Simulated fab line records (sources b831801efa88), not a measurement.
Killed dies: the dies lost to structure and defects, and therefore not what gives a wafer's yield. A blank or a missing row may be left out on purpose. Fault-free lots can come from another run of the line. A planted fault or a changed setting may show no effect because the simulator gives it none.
fab line records	flow gf180mcu
record: lots: 24	wafers: 72	last-day: 34
route steps=602 shown V2@383 M3@413 V3@445 M4@459
lots that met no fault: taken from a fault-free run of the same line
start-h: the number of hours between the record's first day and the start of the first shown wafer of the lot	wait-h: hours since the lot's step before	" identical to the entry in the row above	L1.1+2: several wafers, shown together as one row	- no value, or no start given	* or withheld: withheld	< > ~ a bound
route shown NAME@n: a module of which the file shows steps, and the number in the route of the first	usual: mean/standard deviation of fault-free wafers	same: alike in all rows	chamber/n: place in a boat	sites: readings site by site	_std_site: how widely they spread, as a standard deviation	_edge_site: outer sites' mean less inner sites'	radius-mm: how far each site lies from the wafer's centre	mask NAME#n: copy n	behind: tool/chamber where the wafer was last shaped	hold: what put the lot on hold/how long, in hours/how the hold closed	device: the transistor (n, p or np) that didn't switch	end of line: the tests these same wafers got at the end of their route	step lacking rows: just its recipe	killed: count of dies lost to structure and defects at first sort (not the wafer's yield)	map: the dies of a wafer, with x for killed, . for not killed, _ for no die there
set.NAME: the setting as run; set.NAME@STEP: as run at that earlier step	model.NAME: the simulator's own value behind a step, which no gauge read
route steps across a sampled set of lots; one table per step, one row per wafer
services: from which hour (start-h, from the record's first day; less than 0 if before it) a tool's chamber was out of use, for how many hours, and why
== steps ==
step: GF_V2_THK_MEAS_01
recipe: reads: SiO2_of_V2_CVD_00
usual: V2_CVD_00_THK: 597/5.4
lot.wafer	tool	chamber	start-h	wait-h	V2_CVD_00_THK[nm]
L074.3	film-metro-03	-	443.96	0.1	600
L074.5	"	-	"	"	592
L074.6	"	-	"	"	594
L075.1	film-metro-03	-	447.90	0.0	598
L075.2	"	-	"	"	593
L075.5	"	-	"	"	593
L076.1	film-metro-01	-	460.90	0.0	597
L076.2	"	-	"	"	590
L076.5	"	-	"	"	600
L077.1	film-metro-01	-	466.07	0.0	596
L077.3	"	-	"	"	586
L077.5	"	-	"	"	595
L078.2	film-metro-02	-	473.64	0.0	595
L078.3	"	-	"	"	594
L078.5	"	-	"	"	596
L079.1	film-metro-02	-	484.33	0.0	589
L079.3	"	-	"	"	594
L079.6	"	-	"	"	596
L080.2	film-metro-03	-	494.09	0.0	595
L080.5	"	-	"	"	588
L080.6	"	-	"	"	594
L081.2	film-metro-03	-	507.15	0.0	592
L081.4	"	-	"	"	593
L081.6	"	-	"	"	588
L082.1	film-metro-01	-	518.64	0.0	590
L082.3	"	-	"	"	598
L082.6	"	-	"	"	597
L083.2	film-metro-01	-	522.70	0.0	592
L083.3	"	-	"	"	593
L083.6	"	-	"	"	589
L084.4	film-metro-03	-	529.80	0.0	597
L084.5	"	-	"	"	591
L084.6	"	-	"	"	595
L085.1	film-metro-02	-	540.84	0.0	606
L085.3	"	-	"	"	598
L085.4	"	-	"	"	596
L086.1	film-metro-03	-	549.63	0.0	600
L086.2	"	-	"	"	607
L086.3	"	-	"	"	608
L087.1	film-metro-03	-	553.62	0.0	588
L087.3	"	-	"	"	597
L087.6	"	-	"	"	588
L088.4	film-metro-02	-	566.35	0.0	606
L088.5	"	-	"	"	608
L088.6	"	-	"	"	595
L089.3	film-metro-01	-	573.43	0.1	601
L089.4	"	-	"	"	601
L089.6	"	-	"	"	600
L090.2	film-metro-01	-	582.45	0.0	609
L090.3	"	-	"	"	598
L090.6	"	-	"	"	601
L091.3	film-metro-03	-	585.14	0.1	604
L091.5	"	-	"	"	602
L091.6	"	-	"	"	599
L092.3	film-metro-01	-	592.94	0.1	602
L092.4	"	-	"	"	586
L092.6	"	-	"	"	592
L093.1	film-metro-02	-	597.55	0.0	598
L093.5	"	-	"	"	595
L093.6	"	-	"	"	595
L094.1	film-metro-01	-	606.72	0.0	608
L094.2	"	-	"	"	606
L094.4	"	-	"	"	603
L095.1	film-metro-02	-	612.12	0.0	598
L095.4	"	-	"	"	598
L095.5	"	-	"	"	598
L096.2	film-metro-01	-	621.92	0.0	600
L096.4	"	-	"	"	597
L096.5	"	-	"	"	601
L097.1	film-metro-02	-	626.16	0.0	590
L097.2	"	-	"	"	594
L097.3	"	-	"	"	597
step: GF_V2_CMP_26
recipe: stop-on: SiO2	down-force-psi: 3.5	platen-rpm: 60	t-overpolish-s: 15	target-thk-nm: 0	pad-velocity-m-s: 0.94248
usual: motor-current-A: 11.2/0.96	overpolish-run-s: 15.002/0.0093	time-to-endpoint-s: 82.0/2.9
same: t-overpolish-s: 15
lot.wafer	tool	chamber	start-h	wait-h	motor-current-A	overpolish-run-s	time-to-endpoint-s
L074.3	cmp-02	3	470.26	0.2	9.8	15.006	84.0
L074.5	"	0	"	"	10.1	15.002	84.0
L074.6	"	1	"	"	11.6	15.010	85.2
L075.2	cmp-01	1	473.66	0.1	12.7	15.011	86.1
L075.1	"	2	"	"	12.3	14.987	84.6
L075.5	"	1	"	"	12.5	14.999	88.2
L076.1	cmp-01	1	486.41	0.1	12.6	15.022	85.3
L076.2	"	3	"	"	11.8	15.012	81.7
L076.5	"	1	"	"	12.8	15.012	82.9
L077.1	cmp-02	2	491.96	0.1	11.6	14.993	80.8
L077.3	"	0	"	"	10.1	15.020	81.9
L077.5	"	2	"	"	11.6	15.001	78.9
L078.2	cmp-02	3	499.21	0.1	10.2	14.980	83.3
L078.3	"	0	"	"	10.0	15.006	86.3
L078.5	"	1	"	"	11.3	15.017	81.5
L079.3	cmp-02	3	509.61	0.0	10.0	15.003	84.6
L079.1	"	2	"	"	11.0	15.008	81.0
L079.6	"	3	"	"	10.1	14.997	81.9
L080.2	cmp-01	1	519.51	0.1	12.8	15.021	81.7
L080.5	"	0	"	"	12.0	15.004	78.2
L080.6	"	1	"	"	12.5	15.006	83.8
L081.2	cmp-02	1	532.01	0.0	11.2	14.999	82.6
L081.4	"	3	"	"	10.2	15.014	85.3
L081.6	"	1	"	"	11.5	14.997	80.7
L082.3	cmp-01	0	543.92	0.2	12.2	14.993	80.6
L082.1	"	1	"	"	12.8	14.996	78.6
L082.6	"	3	"	"	11.6	15.001	80.1
L083.2	cmp-02	1	546.91	0.1	11.1	15.001	81.4
L083.3	"	2	"	"	11.4	14.998	77.4
L083.6	"	0	"	"	10.0	15.008	81.2
L084.4	cmp-02	0	554.42	0.2	9.9	15.001	81.7
L084.5	"	1	"	"	11.3	14.994	80.9
L084.6	"	2	"	"	10.5	15.003	80.9
L085.1	cmp-02	0	565.23	0.1	9.6	15.010	82.3
L085.4	"	1	"	"	11.3	14.988	83.4
L085.3	"	2	"	"	10.8	14.994	83.9
L086.1	cmp-01	2	573.90	0.1	11.3	15.011	75.5
L086.3	"	0	"	"	12.6	15.005	78.8
L086.2	"	1	"	"	13.5	14.999	80.1
L087.3	cmp-01	1	577.43	0.1	14.0	14.993	80.2
L087.1	"	2	"	"	11.8	15.018	79.6
L087.6	"	0	"	"	11.9	14.987	77.4
L088.4	cmp-02	1	589.51	0.2	11.9	15.008	85.0
L088.6	"	2	"	"	10.8	14.996	83.0
L088.5	"	3	"	"	9.0	15.007	83.5
L089.3	cmp-02	3	595.51	0.0	10.0	15.008	82.8
L089.4	"	2	"	"	11.2	15.008	79.0
L089.6	"	3	"	"	10.1	15.012	82.0
L090.2	cmp-01	2	605.75	0.1	12.5	15.003	81.6
L090.3	"	3	"	"	10.9	15.021	80.0
L090.6	"	0	"	"	12.1	15.002	85.6
L091.3	cmp-02	3	608.50	0.0	10.8	15.009	86.9
L091.5	"	3	"	"	9.9	15.005	86.3
L091.6	"	0	"	"	10.2	14.982	83.3
L092.4	cmp-01	2	616.00	0.0	12.0	15.014	83.8
L092.3	"	1	"	"	12.0	15.009	82.9
L092.6	"	3	"	"	11.6	15.015	77.3
L093.1	cmp-02	1	619.79	0.1	11.3	15.000	80.7
L093.6	"	0	"	"	10.6	14.998	82.0
L093.5	"	1	"	"	11.7	14.993	79.1
L094.4	cmp-01	2	628.91	0.1	11.6	14.993	83.9
L094.2	"	3	"	"	11.9	15.000	80.5
L094.1	"	0	"	"	11.7	15.010	87.0
L095.1	cmp-02	0	635.52	0.1	10.4	14.987	79.3
L095.4	"	1	"	"	11.5	14.999	76.7
L095.5	"	3	"	"	9.9	14.996	82.1
L096.4	cmp-02	2	644.30	0.0	11.3	15.001	79.2
L096.2	"	3	"	"	10.3	15.015	84.7
L096.5	"	2	"	"	10.9	14.982	78.8
L097.2	cmp-02	0	647.55	0.0	10.2	15.027	86.7
L097.1	"	2	"	"	10.9	15.006	82.5
L097.3	"	3	"	"	10.0	14.990	86.3
step: GF_M3_SPUTTER_04
recipe: material: TiN	target-thk-nm: 50	power-w: 6500	time-s: 41.7	chamber-pressure-pa: 0.4
usual: throttle-valve-pct: 30.1/0.97
lot.wafer	tool	chamber	start-h	wait-h	throttle-valve-pct
L074.3	pvd-sputter-02	-	470.59	0.0	29.6
L074.5	"	-	"	"	29.7
L074.6	"	-	"	"	30.0
L075.1	pvd-sputter-03	-	474.09	0.0	29.7
L075.2	"	-	"	"	28.8
L075.5	"	-	"	"	28.7
L076.1	pvd-sputter-02	-	486.89	0.0	31.7
L076.2	"	-	"	"	29.7
L076.5	"	-	"	"	29.3
L077.1	pvd-sputter-01	-	492.44	0.0	31.0
L077.3	"	-	"	"	31.3
L077.5	"	-	"	"	31.8
L078.2	pvd-sputter-03	-	499.59	0.0	28.8
L078.3	"	-	"	"	30.9
L078.5	"	-	"	"	28.6
L079.1	pvd-sputter-02	-	510.10	0.0	29.9
L079.3	"	-	"	"	31.6
L079.6	"	-	"	"	29.1
L080.2	pvd-sputter-02	-	519.94	0.0	29.7
L080.5	"	-	"	"	29.5
L080.6	"	-	"	"	29.4
L081.2	pvd-sputter-02	-	532.49	0.0	29.5
L081.4	"	-	"	"	29.8
L081.6	"	-	"	"	29.2
L082.1	pvd-sputter-01	-	544.37	0.0	31.1
L082.3	"	-	"	"	31.5
L082.6	"	-	"	"	29.0
L083.2	pvd-sputter-02	-	547.35	0.0	29.9
L083.3	"	-	"	"	31.5
L083.6	"	-	"	"	29.7
L084.4	pvd-sputter-02	-	554.75	0.0	29.7
L084.5	"	-	"	"	29.5
L084.6	"	-	"	"	31.5
L085.1	pvd-sputter-02	-	565.66	0.0	29.3
L085.3	"	-	"	"	30.1
L085.4	"	-	"	"	29.8
L086.1	pvd-sputter-02	-	574.38	0.0	31.5
L086.2	"	-	"	"	29.4
L086.3	"	-	"	"	29.1
L087.1	pvd-sputter-03	-	577.81	0.0	30.4
L087.3	"	-	"	"	28.8
L087.6	"	-	"	"	31.2
L088.4	pvd-sputter-02	-	589.86	0.0	31.5
L088.5	"	-	"	"	29.5
L088.6	"	-	"	"	29.1
L089.3	pvd-sputter-02	-	595.99	0.0	29.7
L089.4	"	-	"	"	31.7
L089.6	"	-	"	"	29.7
L090.2	pvd-sputter-01	-	606.13	0.0	29.2
L090.3	"	-	"	"	30.6
L090.6	"	-	"	"	29.3
L091.3	pvd-sputter-03	-	608.98	0.0	30.0
L091.5	"	-	"	"	28.7
L091.6	"	-	"	"	30.4
L092.3	pvd-sputter-01	-	616.48	0.0	31.3
L092.4	"	-	"	"	30.7
L092.6	"	-	"	"	31.5
L093.1	pvd-sputter-02	-	620.22	0.0	29.9
L093.5	"	-	"	"	31.4
L093.6	"	-	"	"	29.1
L094.1	pvd-sputter-02	-	629.34	0.0	29.3
L094.2	"	-	"	"	30.0
L094.4	"	-	"	"	31.3
L095.1	pvd-sputter-01	-	635.90	0.0	31.6
L095.4	"	-	"	"	31.0
L095.5	"	-	"	"	31.6
L096.2	pvd-sputter-02	-	644.78	0.0	30.2
L096.4	"	-	"	"	31.7
L096.5	"	-	"	"	29.9
L097.1	pvd-sputter-01	-	648.03	0.0	31.1
L097.2	"	-	"	"	29.3
L097.3	"	-	"	"	30.8
step: GF_V3_ETCH_16
recipe: chemistry: N2/H2	target-depth-a: withheld	overetch-a: withheld	time-s: withheld	target: BARC	ion-energy-ev: 200	source-w: 500	bias-w: 100	pressure-mtorr: 30	n2-flow-sccm: 100	h2-flow-sccm: 200
usual: drypump-motor-current-A: 5.7/0.47	oes-product-au: 0.854/0.0051	throttle-valve-pct: 13.224/0.0087
lot.wafer	tool	chamber	start-h	wait-h	drypump-motor-current-A	oes-product-au	throttle-valve-pct
L074.3	rie-diel-03	1	519.18	0.0	5.3	0.852	13.224
L074.5	"	1	"	"	5.3	0.857	13.237
L074.6	"	2	"	"	5.5	0.849	13.223
L075.1	rie-diel-03	3	522.36	0.0	5.9	0.847	13.240
L075.2	"	2	"	"	5.6	0.847	13.218
L075.5	"	3	"	"	5.9	0.855	13.232
L076.1	rie-diel-04	2	534.41	0.0	6.5	0.856	13.233
L076.2	"	3	"	"	5.3	0.852	13.219
L076.5	"	2	"	"	6.5	0.854	13.218
L077.1	rie-diel-02	3	540.06	0.0	4.9	0.847	13.233
L077.3	"	2	"	"	5.4	0.856	13.230
L077.5	"	3	"	"	4.9	0.840	13.221
L078.2	rie-diel-04	3	546.71	0.0	5.3	0.859	13.233
L078.3	"	2	"	"	6.5	0.863	13.228
L078.5	"	2	"	"	6.5	0.849	13.217
L079.1	rie-diel-02	0	557.51	0.0	5.5	0.855	13.223
L079.3	"	3	"	"	5.0	0.858	13.221
L079.6	"	3	"	"	4.9	0.853	13.222
L080.2	rie-diel-03	1	566.90	0.0	5.3	0.863	13.230
L080.5	"	1	"	"	5.2	0.848	13.224
L080.6	"	0	"	"	6.6	0.852	13.212
L081.2	rie-diel-03	1	577.60	0.0	5.2	0.867	13.220
L081.4	"	0	"	"	6.5	0.861	13.226
L081.6	"	1	"	"	5.3	0.854	13.221
L082.1	rie-diel-03	2	590.85	0.0	5.5	0.857	13.237
L082.3	"	3	"	"	6.0	0.845	13.213
L082.6	"	3	"	"	6.0	0.867	13.227
L083.2	rie-diel-02	3	592.62	0.0	4.9	0.858	13.240
L083.3	"	0	"	"	5.5	0.863	13.226
L083.6	"	0	"	"	5.5	0.856	13.232
L084.4	rie-diel-04	2	599.20	0.0	6.6	0.859	13.227
L084.5	"	0	"	"	5.8	0.842	13.213
L084.6	"	1	"	"	5.6	0.855	13.227
L085.1	rie-diel-04	1	609.37	0.0	5.5	0.850	13.222
L085.3	"	3	"	"	5.3	0.854	13.236
L085.4	"	2	"	"	6.5	0.850	13.208
L086.1	rie-diel-04	1	617.76	0.0	5.6	0.851	13.235
L086.2	"	0	"	"	5.8	0.859	13.222
L086.3	"	3	"	"	5.3	0.854	13.222
L087.1	rie-diel-03	1	620.12	0.0	5.3	0.862	13.238
L087.3	"	3	"	"	5.9	0.853	13.245
L087.6	"	1	"	"	5.2	0.856	13.224
L088.4	rie-diel-04	3	633.35	0.0	5.3	0.867	13.226
L088.5	"	3	"	"	5.3	0.860	13.226
L088.6	"	2	"	"	6.5	0.851	13.224
L089.3	rie-diel-02	1	639.12	0.0	5.7	0.856	13.228
L089.4	"	2	"	"	5.4	0.855	13.210
L089.6	"	2	"	"	5.4	0.845	13.220
L090.2	rie-diel-04	0	647.82	0.0	5.8	0.862	13.206
L090.3	"	3	"	"	5.3	0.850	13.232
L090.6	"	3	"	"	5.3	0.859	13.220
L091.3	rie-diel-02	0	650.12	0.0	5.5	0.850	13.234
L091.5	"	0	"	"	5.4	0.854	13.232
L091.6	"	1	"	"	5.6	0.857	13.217
L092.3	rie-diel-02	1	657.21	0.0	5.7	0.857	13.212
L092.4	"	1	"	"	5.7	0.856	13.221
L092.6	"	0	"	"	5.5	0.858	13.217
L093.1	rie-diel-03	3	661.87	0.0	5.9	0.859	13.227
L093.5	"	2	"	"	5.6	0.853	13.221
L093.6	"	1	"	"	5.3	0.850	13.231
L094.1	rie-diel-02	0	670.02	0.0	5.5	0.856	13.232
L094.2	"	2	"	"	5.4	0.842	13.223
L094.4	"	3	"	"	4.9	0.850	13.216
L095.1	rie-diel-04	2	676.51	0.0	6.5	0.851	13.242
L095.4	"	3	"	"	5.3	0.853	13.229
L095.5	"	1	"	"	5.6	0.858	13.230
L096.2	rie-diel-04	2	684.76	0.0	6.6	0.855	13.208
L096.4	"	3	"	"	5.3	0.854	13.225
L096.5	"	0	"	"	5.8	0.855	13.220
L097.1	rie-diel-04	2	688.42	0.0	6.5	0.854	13.217
L097.2	"	0	"	"	5.8	0.852	13.229
L097.3	"	3	"	"	5.3	0.857	13.226
step: GF_M4_SPUTTER_03
recipe: material: Ti	target-thk-nm: 10	substrate-temp-c: 300	chamber-pressure-pa: 0.3	power-w: 3000	time-s: 6.7
usual: throttle-valve-pct: 30.2/1.1
lot.wafer	tool	chamber	start-h	wait-h	throttle-valve-pct
L074.3	pvd-sputter-01	-	520.69	0.0	29.2
L074.5	"	-	"	"	31.6
L074.6	"	-	"	"	29.5
L075.1	pvd-sputter-01	-	523.91	0.0	31.5
L075.2	"	-	"	"	30.7
L075.5	"	-	"	"	29.2
L076.1	pvd-sputter-04	-	535.92	0.0	30.0
L076.2	"	-	"	"	28.9
L076.5	"	-	"	"	28.2
L077.1	pvd-sputter-01	-	541.59	0.0	30.8
L077.3	"	-	"	"	31.3
L077.5	"	-	"	"	30.3
L078.2	pvd-sputter-01	-	548.26	0.0	30.5
L078.3	"	-	"	"	29.2
L078.5	"	-	"	"	30.8
L079.1	pvd-sputter-02	-	559.03	0.0	29.7
L079.3	"	-	"	"	31.6
L079.6	"	-	"	"	29.2
L080.2	pvd-sputter-01	-	568.56	0.0	29.2
L080.5	"	-	"	"	30.7
L080.6	"	-	"	"	31.7
L081.2	pvd-sputter-01	-	579.12	0.0	30.9
L081.4	"	-	"	"	29.3
L081.6	"	-	"	"	31.2
L082.1	pvd-sputter-02	-	592.37	0.0	31.6
L082.3	"	-	"	"	29.6
L082.6	"	-	"	"	29.3
L083.2	pvd-sputter-04	-	594.15	0.0	28.7
L083.3	"	-	"	"	28.3
L083.6	"	-	"	"	29.9
L084.4	pvd-sputter-01	-	601.08	0.0	31.6
L084.5	"	-	"	"	30.6
L084.6	"	-	"	"	31.7
L085.1	pvd-sputter-01	-	610.89	0.0	29.5
L085.3	"	-	"	"	31.6
L085.4	"	-	"	"	30.5
L086.1	pvd-sputter-04	-	619.28	0.0	28.2
L086.2	"	-	"	"	29.9
L086.3	"	-	"	"	28.8
L087.1	pvd-sputter-01	-	621.65	0.0	29.4
L087.3	"	-	"	"	31.8
L087.6	"	-	"	"	30.8
L088.4	pvd-sputter-02	-	634.91	0.0	29.8
L088.5	"	-	"	"	29.7
L088.6	"	-	"	"	29.9
L089.3	pvd-sputter-04	-	640.78	0.0	29.7
L089.4	"	-	"	"	28.7
L089.6	"	-	"	"	29.6
L090.2	pvd-sputter-01	-	649.35	0.0	31.5
L090.3	"	-	"	"	30.7
L090.6	"	-	"	"	29.3
L091.3	pvd-sputter-02	-	651.67	0.0	30.0
L091.5	"	-	"	"	29.5
L091.6	"	-	"	"	29.9
L092.3	pvd-sputter-01	-	658.75	0.0	29.3
L092.4	"	-	"	"	30.5
L092.6	"	-	"	"	30.9
L093.1	pvd-sputter-01	-	663.49	0.0	31.3
L093.5	"	-	"	"	31.0
L093.6	"	-	"	"	31.6
L094.1	pvd-sputter-01	-	671.54	0.0	30.8
L094.2	"	-	"	"	29.3
L094.4	"	-	"	"	29.2
L095.1	pvd-sputter-04	-	678.07	0.0	29.8
L095.4	"	-	"	"	28.1
L095.5	"	-	"	"	29.0
L096.2	pvd-sputter-02	-	686.27	0.0	29.8
L096.4	"	-	"	"	28.9
L096.5	"	-	"	"	31.4
L097.1	pvd-sputter-01	-	689.97	0.0	31.5
L097.2	"	-	"	"	31.1
L097.3	"	-	"	"	30.7
step: GF_M4_THK_MEAS_06
recipe: thk-meas-gauge: xrf	reads: AlCu_of_M4_SPUTTER_02
usual: M4_ALCU_THK: 441/4.6
lot.wafer	tool	chamber	start-h	wait-h	M4_ALCU_THK[nm]
L074.3	film-metro-03	-	520.89	0.1	447
L074.5	"	-	"	"	442
L074.6	"	-	"	"	451
L075.1	film-metro-03	-	524.09	0.1	439
L075.2	"	-	"	"	435
L075.5	"	-	"	"	436
L076.1	film-metro-04	-	536.10	0.1	447
L076.2	"	-	"	"	445
L076.5	"	-	"	"	445
L077.1	film-metro-03	-	541.78	0.1	444
L077.3	"	-	"	"	447
L077.5	"	-	"	"	444
L078.2	film-metro-03	-	548.48	0.1	435
L078.3	"	-	"	"	438
L078.5	"	-	"	"	435
L079.1	film-metro-04	-	559.21	0.1	439
L079.3	"	-	"	"	442
L079.6	"	-	"	"	442
L080.2	film-metro-04	-	568.75	0.1	443
L080.5	"	-	"	"	440
L080.6	"	-	"	"	444
L081.2	film-metro-03	-	579.31	0.1	448
L081.4	"	-	"	"	447
L081.6	"	-	"	"	447
L082.1	film-metro-04	-	592.55	0.1	441
L082.3	"	-	"	"	445
L082.6	"	-	"	"	443
L083.2	film-metro-03	-	594.34	0.1	444
L083.3	"	-	"	"	442
L083.6	"	-	"	"	443
L084.4	film-metro-04	-	601.29	0.1	442
L084.5	"	-	"	"	443
L084.6	"	-	"	"	444
L085.1	film-metro-04	-	611.07	0.1	436
L085.3	"	-	"	"	436
L085.4	"	-	"	"	435
L086.1	film-metro-03	-	619.46	0.1	435
L086.2	"	-	"	"	443
L086.3	"	-	"	"	440
L087.1	film-metro-04	-	621.83	0.1	444
L087.3	"	-	"	"	440
L087.6	"	-	"	"	441
L088.4	film-metro-04	-	635.12	0.1	437
L088.5	"	-	"	"	441
L088.6	"	-	"	"	442
L089.3	film-metro-02	-	640.98	0.1	447
L089.4	"	-	"	"	445
L089.6	"	-	"	"	445
L090.2	film-metro-03	-	649.54	0.1	437
L090.3	"	-	"	"	434
L090.6	"	-	"	"	436
L091.3	film-metro-02	-	651.87	0.1	441
L091.5	"	-	"	"	441
L091.6	"	-	"	"	439
L092.3	film-metro-03	-	658.95	0.1	446
L092.4	"	-	"	"	449
L092.6	"	-	"	"	448
L093.1	film-metro-02	-	663.67	0.1	438
L093.5	"	-	"	"	434
L093.6	"	-	"	"	439
L094.1	film-metro-02	-	671.72	0.1	439
L094.2	"	-	"	"	439
L094.4	"	-	"	"	433
L095.1	film-metro-03	-	678.26	0.1	444
L095.4	"	-	"	"	445
L095.5	"	-	"	"	447
L096.2	film-metro-02	-	686.46	0.1	433
L096.4	"	-	"	"	432
L096.5	"	-	"	"	434
L097.1	film-metro-02	-	690.15	0.1	436
L097.2	"	-	"	"	438
L097.3	"	-	"	"	433
== services ==
tool	chamber	start-h	hours	kind
rie-diel-03	-	455.65	15.6	pm
pvd-sputter-01	-	459.41	4.9	repair
cmp-01	-	461.97	1.0	repair
cmp-02	-	462.49	6.4	repair
rie-diel-04	0	472.71	20.2	repair
rie-diel-02	2	503.79	4.9	repair
pvd-sputter-01	-	514.62	1.9	repair
rie-diel-04	3	515.57	9.0	repair
cmp-02	-	521.10	0.5	repair
pvd-sputter-02	-	540.59	3.0	repair
rie-diel-03	-	541.96	0.6	repair
rie-diel-04	-	548.37	0.7	repair
rie-diel-03	3	553.54	5.7	repair
cmp-02	-	572.05	4.0	pm
pvd-sputter-02	-	578.17	2.2	repair
cmp-02	-	580.58	2.2	repair
cmp-01	-	586.34	1.1	repair
rie-diel-02	2	589.43	4.3	repair
pvd-sputter-01	-	596.98	2.5	repair
pvd-sputter-02	-	597.46	14.0	repair
cmp-02	-	604.88	1.7	repair
cmp-01	-	615.24	0.3	repair
cmp-02	-	619.04	0.2	repair
cmp-01	-	688.55	0.9	repair
== key ==
fault none
